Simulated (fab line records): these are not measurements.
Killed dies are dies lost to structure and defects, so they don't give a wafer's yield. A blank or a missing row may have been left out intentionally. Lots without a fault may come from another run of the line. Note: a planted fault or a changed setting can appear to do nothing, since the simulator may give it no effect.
A struck lot beside a sound one | flow gf180mcu | 32 steps out of a route of 602
Sound: the wafers L994.1, L994.3, L994.6. Wafers struck: L990.3, L990.5, L990.6. Last of all comes the cause.
Each step with rows lists, per side, the tool, then ch with its chambers, then its first start. Under that, the readings that differ: sound wafers | struck wafers | difference of the means | sigmas: that difference in standard deviations of wafers without a fault.
alike: words and numbers the same on both sides, and readings whose means are apart by under 2 such deviations; not compared: readings that were withheld, readings missing a value for some wafer, numbers with overlapping values and no deviation given by the record, and bounds like >300 which may hide the same value.
Wherever a step has rows on one side only, a row that says differs or no value, or a row with sigmas, the two part there. Numbers that don't overlap but have no deviation are shown without sigmas and don't part them. Lack of a reading on every wafer of one side parts them only where that side has two or more wafers.

first, 9 steps without rows for these wafers: GF_POLY_GATE_DEHYDRATE_02 (time 60 s); GF_POLY_GATE_HMDS_03 (prime time 60 s); GF_POLY_GATE_COAT_04; GF_POLY_GATE_COAT_05 (resist thk 700 nm); GF_POLY_GATE_SOFTBAKE_06 (time 60 s); GF_POLY_GATE_EXPOSE_07 (exposes mask Poly2, target cd 280 nm); GF_POLY_GATE_PEB_08 (peb time 90 s); GF_POLY_GATE_DEVELOP_09 (develop time 60 s); GF_POLY_GATE_ETCH_12 (etches BARC in N2/H2).
GF_POLY_GATE_ETCH_13: etches poly-Si in HBr/Cl2, stops on SiO2, target depth 198.5 nm, time 69.6 s.
  sound on rie_si-01 ch 2,3, day 11 10:52; struck on rie_si-02 ch 0,2,3, day 10 11:40
  alike: drypump_motor_current_A, oes_product_au, throttle_valve_pct
  not compared: rf_hours_counter_h
then, 21 steps without rows for these wafers: GF_POLY_GATE_STRIP_14 (strips in O2/N2); GF_POLY_GATE_CLEAN_15 (cleans in SC1/SC2, time 150 s); GF_POLY_GATE_OXIDATION_16 (stabilise 600 s, purge 300 s, target thk 4 nm); GF_HV_LDD_DEHYDRATE_00 (time 60 s); GF_HV_LDD_HMDS_01 (prime time 60 s); GF_HV_LDD_COAT_02 (resist thk 1000 nm); GF_HV_LDD_SOFTBAKE_03 (time 60 s); GF_HV_LDD_EXPOSE_04 (exposes mask Nplus LV AREA, target cd 400 nm); GF_HV_LDD_PEB_05; GF_HV_LDD_DEVELOP_06 (develop time 60 s); GF_HV_LDD_IMPLANT_09; GF_HV_LDD_STRIP_10 (strips in O2/N2); GF_HV_LDD_DEHYDRATE_12 (time 60 s); GF_HV_LDD_HMDS_13 (prime time 60 s); GF_HV_LDD_COAT_14 (resist thk 1000 nm); GF_HV_LDD_SOFTBAKE_15 (time 60 s); GF_HV_LDD_EXPOSE_16 (exposes mask Pplus LV AREA, target cd 400 nm); GF_HV_LDD_PEB_17; GF_HV_LDD_DEVELOP_18 (develop time 60 s); GF_HV_LDD_IMPLANT_21; GF_HV_LDD_STRIP_22 (strips in O2/N2).
-- a jump in the record: the struck wafers' starts before and after are 20 days apart (it breaks off in module HV_LDD and resumes in module PASSIVATION, where the first step shown is number 602 of the route) --
GF_PASSIVATION_PROBE_99:
  record: rows for the struck wafers here (prober-02, day 30 07:29), none for the sound ones

== WHERE THEY PART ==
At GF_PASSIVATION_PROBE_99 and nowhere else, as far as this record goes.

WHY: the cause the simulator had injected
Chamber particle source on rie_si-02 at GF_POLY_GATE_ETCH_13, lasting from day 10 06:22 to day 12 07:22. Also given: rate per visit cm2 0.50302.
